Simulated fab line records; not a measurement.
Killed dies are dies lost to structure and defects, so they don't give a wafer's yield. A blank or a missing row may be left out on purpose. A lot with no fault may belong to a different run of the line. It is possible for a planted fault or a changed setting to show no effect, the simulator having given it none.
The tool behind it: which one?	flow gf180mcu	18 wafers from 6 lots sampled at 4 of the route's 602 steps

== WHAT EACH GAUGE READ, for each wafer ==
GF_MIM_THK_MEAS_06.
lot	measured	on	MIM_CVD_05_THK (nm)
L579	day 25 11:04	film-metro-01	41.5 42.1 42.3
L581	day 26 03:39	film-metro-02	42.2 42.6 42.3
L583	day 26 17:16	film-metro-02	42.2 42.1 42.7
L585	day 27 14:52	film-metro-01	41.8 40.9 41.8
L593	day 29 22:13	film-metro-01	13.6 13.3 13.3
L599	day 31 11:28	film-metro-01	41.4 41.8 42.0

== WHICH TOOL RAN EACH LOT (tool, then ch and the chambers of the sampled wafers, then the start) ==
lot	GF_MIM_SPUTTER_01	GF_MIM_SPUTTER_03	GF_MIM_CVD_05
L579	pvd-sputter-02, day 25 10:55	pvd-sputter-02, day 25 10:58	pecvd-02 ch 0,1,2, day 25 11:02
L581	pvd-sputter-01, day 26 03:30	pvd-sputter-01, day 26 03:34	pecvd-03 ch 0,1,2, day 26 03:37
L583	pvd-sputter-01, day 26 17:07	pvd-sputter-01, day 26 17:10	pecvd-03 ch 0,2, day 26 17:14
L585	pvd-sputter-02, day 27 14:42	pvd-sputter-02, day 27 14:46	pecvd-02 ch 0,2, day 27 14:49
L593	pvd-sputter-03, day 29 22:03	pvd-sputter-03, day 29 22:07	pecvd-03 ch 0,1,2, day 29 22:10
L599	pvd-sputter-03, day 31 11:18	pvd-sputter-03, day 31 11:22	pecvd-04 ch 0,2, day 31 11:25
- GF_MIM_SPUTTER_01: material TiN, target thk 30 nm, time 25 s.
- GF_MIM_SPUTTER_03: material Ti, target thk 10 nm, time 6.7 s.
- GF_MIM_CVD_05: deposits Si3N4, target thk 42 nm, time 29.086 s.

== THE ANSWER, worked out from the rows above alone ==
Rule: usual is defined by the lots themselves. The widest of any qualifying gaps counts: lots, ordered by their means at a reading, are off when they make up no more than a third of the lots, leave a main group of 4 or more, and stand apart from it by 3 or more times the standard deviation of that group's means. A main group is skipped when, at the precision printed for the reading in the tables above, its means are all equal. A lot without any number at a reading at which 4 lots or more have one is off too. Any other lot the step has rows for is counted as sound.
Off: at GF_MIM_THK_MEAS_06 (MIM_CVD_05_THK), L593. The main group: mean 42.0 nm, standard deviation 0.34.
If a tool, at a process step before that reading, ran all the lots that are off and no sound lot after the first of them, it fits. Gauges at GF_MIM_THK_MEAS_06: tried the same way as those tools. One fits: pecvd-03 at GF_MIM_CVD_05. Its last sound lot is L583 (day 26 17:14), its first lot that is off L593 (day 29 22:10): a fault that began between those two fits.

== WHAT THE SIMULATOR HAD INSERTED ==
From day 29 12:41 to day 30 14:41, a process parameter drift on pecvd-03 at GF_MIM_CVD_05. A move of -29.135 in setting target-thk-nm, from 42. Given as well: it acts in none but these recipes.
Struck lots among those shown: L593. Same finding as the rule above.
